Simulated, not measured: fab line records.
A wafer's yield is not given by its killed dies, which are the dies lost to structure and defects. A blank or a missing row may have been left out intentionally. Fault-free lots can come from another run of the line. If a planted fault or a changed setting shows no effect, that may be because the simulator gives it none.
Comparing a struck lot with a sound one    flow sfqLine    14 steps out of a route of 325
Sound: the wafers L142.2, L142.4, L142.5. Struck: wafer L131.1 (L131.5, L131.6, from the same lot, were not struck and are left out); the cause is given at the end.
At each step with rows: each side's tool, then ch and its chambers, then its first start. Under that, the readings that differ: sound wafers    struck wafers    difference of the means    sigmas: that difference in standard deviations of wafers without a fault.
alike: readings with means less than 2 such deviations apart, plus words and numbers identical on both sides. not compared: withheld readings, readings lacking a value on some wafer, bounds such as >300 that could conceal the same value, and numbers that have no deviation in the record and whose values overlap.
Wherever a step has rows on one side only, a row that says differs or no value, or a row with sigmas, the two part there. When numbers do not overlap yet have no deviation, they are printed without sigmas and do not part them. A reading that every wafer of one side lacks parts them only if that side has two wafers or more.

first, 6 steps without rows for these wafers: SFQ_TRILAYER_M1_LITHO_COAT_044 (resist thk 62 nm); SFQ_TRILAYER_M1_LITHO_COAT_039 (resist thk 600 nm); SFQ_TRILAYER_M1_LITHO_SOFTBAKE_043; SFQ_TRILAYER_M1_LITHO_EXPOSE_040 (exposes mask M1, target cd 500 nm); SFQ_TRILAYER_M1_LITHO_PEB_042 (peb time 60 s); SFQ_TRILAYER_M1_LITHO_DEVELOP_041 (time 60 s).
SFQ_M1_OVL_MEAS_911:
  struck on overlay-02, day 13 02:18; sound on overlay-01, day 16 16:01
  alike: M1_OVL
SFQ_TRILAYER_M1_BARC_OPEN_METAL_ETCH_054: etches BARC in O2, target depth 125 nm, time 41.7 s.
  sound on rieMetal-01 ch 0,1, day 16 16:02; struck on rieMetal-02 ch 1, day 13 02:20
  alike: drypumpMotorCurrentA, oesProductAu
  not compared: rfHoursCounterH
SFQ_TRILAYER_M1_ETCH_METAL_ETCH_042: etches Nb in Cl2/Ar, stops on SiO2, target depth 240 nm, time 120 s.
  sound on rieMetal-01 ch 0,1, day 16 16:06; struck on rieMetal-02 ch 1, day 13 02:23
  alike: drypumpMotorCurrentA, oesProductAu
  not compared: rfHoursCounterH
SFQ_TRILAYER_M1_STRIP_STRIP_043: strips in O2.
  sound on rieMetal-01 ch 0,1, day 16 16:14; struck on rieMetal-02 ch 1, day 13 02:31
  alike: drypumpMotorCurrentA, oesProductAu, platenTempC
  not compared: rfHoursCounterH
then, 1 step without rows for these wafers: SFQ_TRILAYER_M1_STRIP_SOLV_CLEAN_044 (cleans in NMP, time 600 s).
SFQ_TRILAYER_I1_DEP_PECVD_045: deposits SiO2 from SiH4/N2O, time 111.11 s, target thk 500 nm.
  sound on pecvd-02 ch 1,2, day 16 17:01; struck on pecvd-02 ch 2, day 13 03:17
reading             sound                 struck  difference  sigmas
susceptorTempC (C)  150.35 150.06 150.18  149.89  -0.31       -2
  alike: heaterPowerW, throttleValvePct
SFQ_TRILAYER_I1_CMP_CMP_046: polishes SiO2.
  sound on cmp-01 ch 0,1,2, day 16 17:29; struck on cmp-02 ch 3, day 13 14:35
reading              sound        struck  difference  sigmas
timeToEndpointS (s)  204 235 221  121     -99         -13
  alike: motorCurrentA, retainingRingPressureFrac
SFQ_I1_BOW_MEAS_912:
  struck on filmMetro-03, day 13 17:05; sound on filmMetro-03, day 16 20:30
  alike: I1_BOW

WHERE THEY PART
Earliest at SFQ_TRILAYER_I1_DEP_PECVD_045; latest, in this record, at SFQ_TRILAYER_I1_CMP_CMP_046. Later steps at which nothing parts them and some readings are alike: SFQ_I1_BOW_MEAS_912.

WHY: whatever the simulator had introduced
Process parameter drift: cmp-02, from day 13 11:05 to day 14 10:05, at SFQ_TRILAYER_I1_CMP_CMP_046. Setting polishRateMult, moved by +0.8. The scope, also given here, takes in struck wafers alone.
